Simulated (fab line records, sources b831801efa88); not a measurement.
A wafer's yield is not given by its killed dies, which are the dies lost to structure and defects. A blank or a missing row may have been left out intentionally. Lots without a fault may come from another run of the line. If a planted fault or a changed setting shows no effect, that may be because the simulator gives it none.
Which tool is to blame? || flow sky130 || Sampling: 9 lots, 27 wafers, 3 of 708 route steps

== WHAT THE GAUGES SHOWED, per wafer ==
SKY_METAL2_RS_MEAS_05: uses a four-point probe to measure.
{"lot": "L825", "measured": "day 35 07:25", "on": "film-metro-02", "METAL2_ALCU_RS (ohm/sq)": "0.1263 0.1266 0.1269"}
{"lot": "L827", "measured": "day 36 04:41", "on": "film-metro-01", "METAL2_ALCU_RS (ohm/sq)": "0.1277 0.1276 0.1272"}
{"lot": "L830", "measured": "day 36 21:46", "on": "film-metro-02", "METAL2_ALCU_RS (ohm/sq)": "0.1267 0.1261 0.1270"}
{"lot": "L831", "measured": "day 37 09:14", "on": "film-metro-02", "METAL2_ALCU_RS (ohm/sq)": "0.1276 0.1291 0.1296"}
{"lot": "L834", "measured": "day 38 02:53", "on": "film-metro-02", "METAL2_ALCU_RS (ohm/sq)": "0.1268 0.1272 0.1259"}
{"lot": "L836", "measured": "day 38 20:06", "on": "film-metro-03", "METAL2_ALCU_RS (ohm/sq)": "0.1308 0.1323 0.1306"}
{"lot": "L837", "measured": "day 39 00:10", "on": "film-metro-01", "METAL2_ALCU_RS (ohm/sq)": "0.1257 0.1261 0.1254"}
{"lot": "L843", "measured": "day 41 00:53", "on": "film-metro-02", "METAL2_ALCU_RS (ohm/sq)": "0.1262 0.1250 0.1265"}
{"lot": "L844", "measured": "day 41 06:50", "on": "film-metro-01", "METAL2_ALCU_RS (ohm/sq)": "0.1267 0.1271 0.1269"}

== TOOL THAT RAN EACH LOT (tool first, then ch and the chambers of the sampled wafers, then the start) ==
{"lot": "L825", "SKY_VIA1_CMP_24": "cmp-02 ch 0,2,3, day 35 06:57", "SKY_METAL2_SPUTTER_00": "pvd-sputter-02, day 35 07:15"}
{"lot": "L827", "SKY_VIA1_CMP_24": "cmp-01 ch 0,1,2, day 36 04:13", "SKY_METAL2_SPUTTER_00": "pvd-sputter-02, day 36 04:31"}
{"lot": "L830", "SKY_VIA1_CMP_24": "cmp-01 ch 0,1,2, day 36 21:20", "SKY_METAL2_SPUTTER_00": "pvd-sputter-02, day 36 21:38"}
{"lot": "L831", "SKY_VIA1_CMP_24": "cmp-02 ch 0,1,2, day 37 08:53", "SKY_METAL2_SPUTTER_00": "pvd-sputter-04, day 37 09:05"}
{"lot": "L834", "SKY_VIA1_CMP_24": "cmp-02 ch 0,3, day 38 02:26", "SKY_METAL2_SPUTTER_00": "pvd-sputter-01, day 38 02:44"}
{"lot": "L836", "SKY_VIA1_CMP_24": "cmp-02 ch 0,1,3, day 38 19:46", "SKY_METAL2_SPUTTER_00": "pvd-sputter-04, day 38 19:58"}
{"lot": "L837", "SKY_VIA1_CMP_24": "cmp-02 ch 0,1,3, day 38 23:44", "SKY_METAL2_SPUTTER_00": "pvd-sputter-02, day 38 23:59"}
{"lot": "L843", "SKY_VIA1_CMP_24": "cmp-02 ch 0,1,2, day 41 00:31", "SKY_METAL2_SPUTTER_00": "pvd-sputter-01, day 41 00:43"}
{"lot": "L844", "SKY_VIA1_CMP_24": "cmp-01 ch 1,3, day 41 06:25", "SKY_METAL2_SPUTTER_00": "pvd-sputter-04, day 41 06:40"}
- SKY_VIA1_CMP_24: polishes, stops on SiO2, t overpolish 15 s, target thk 0 nm.
- SKY_METAL2_SPUTTER_00: material Ti, target thk 15 nm, time 10 s.

== WHAT THE TOOLS THEMSELVES READ (means of the sampled wafers that have a number; where no wafer has one, the mark that the record gives instead) ==
SKY_VIA1_CMP_24.
{"lot": "L825", "tool": "cmp-02", "motor-current-A (A)": 9.7, "overpolish-run-s (s)": 15.004, "time-to-endpoint-s (s)": 62}
{"lot": "L827", "tool": "cmp-01", "motor-current-A (A)": 9.6, "overpolish-run-s (s)": 15.002, "time-to-endpoint-s (s)": 64}
{"lot": "L830", "tool": "cmp-01", "motor-current-A (A)": 9.5, "overpolish-run-s (s)": 15.000, "time-to-endpoint-s (s)": 67}
{"lot": "L831", "tool": "cmp-02", "motor-current-A (A)": 9.8, "overpolish-run-s (s)": 14.992, "time-to-endpoint-s (s)": 65}
{"lot": "L834", "tool": "cmp-02", "motor-current-A (A)": 9.2, "overpolish-run-s (s)": 14.993, "time-to-endpoint-s (s)": 62}
{"lot": "L836", "tool": "cmp-02", "motor-current-A (A)": 10.5, "overpolish-run-s (s)": 14.996, "time-to-endpoint-s (s)": 69}
{"lot": "L837", "tool": "cmp-02", "motor-current-A (A)": 10.3, "overpolish-run-s (s)": 15.000, "time-to-endpoint-s (s)": 67}
{"lot": "L843", "tool": "cmp-02", "motor-current-A (A)": 10.3, "overpolish-run-s (s)": 15.008, "time-to-endpoint-s (s)": 66}
{"lot": "L844", "tool": "cmp-01", "motor-current-A (A)": 10.3, "overpolish-run-s (s)": 14.994, "time-to-endpoint-s (s)": 65}

SKY_METAL2_SPUTTER_00.
{"lot": "L825", "tool": "pvd-sputter-02", "throttle-valve-pct (%)": 30.3}
{"lot": "L827", "tool": "pvd-sputter-02", "throttle-valve-pct (%)": 30.6}
{"lot": "L830", "tool": "pvd-sputter-02", "throttle-valve-pct (%)": 29.8}
{"lot": "L831", "tool": "pvd-sputter-04", "throttle-valve-pct (%)": 29.6}
{"lot": "L834", "tool": "pvd-sputter-01", "throttle-valve-pct (%)": 29.2}
{"lot": "L836", "tool": "pvd-sputter-04", "throttle-valve-pct (%)": 29.4}
{"lot": "L837", "tool": "pvd-sputter-02", "throttle-valve-pct (%)": 30.6}
{"lot": "L843", "tool": "pvd-sputter-01", "throttle-valve-pct (%)": 28.9}
{"lot": "L844", "tool": "pvd-sputter-04", "throttle-valve-pct (%)": 29.1}

== THE ANSWER, worked out from the rows above alone ==
Rule: the usual values come from the lots themselves. Put in order of their means at a reading, lots are off if they are a third of the lots or fewer, leave a main group of 4 or more, and stand apart from it by a gap of 3 or more times the standard deviation of the main group's means; of several such gaps the widest counts. A main group is skipped when, at the precision printed for the reading in the tables above, its means are all equal. Also off: a lot with no number at a reading for which 4 or more lots have one. All remaining lots with rows at the step are treated as sound. The gauges are gone through in route order, then the tools' own readings, and for those a lot's mean is taken as printed above. At the first step where some lot is off, the reading lying furthest off is the one used; lots without a number count as furthest.
None of the lots is off at any reading shown; this tells nothing.

== WHAT THE SIMULATOR PUT IN ==
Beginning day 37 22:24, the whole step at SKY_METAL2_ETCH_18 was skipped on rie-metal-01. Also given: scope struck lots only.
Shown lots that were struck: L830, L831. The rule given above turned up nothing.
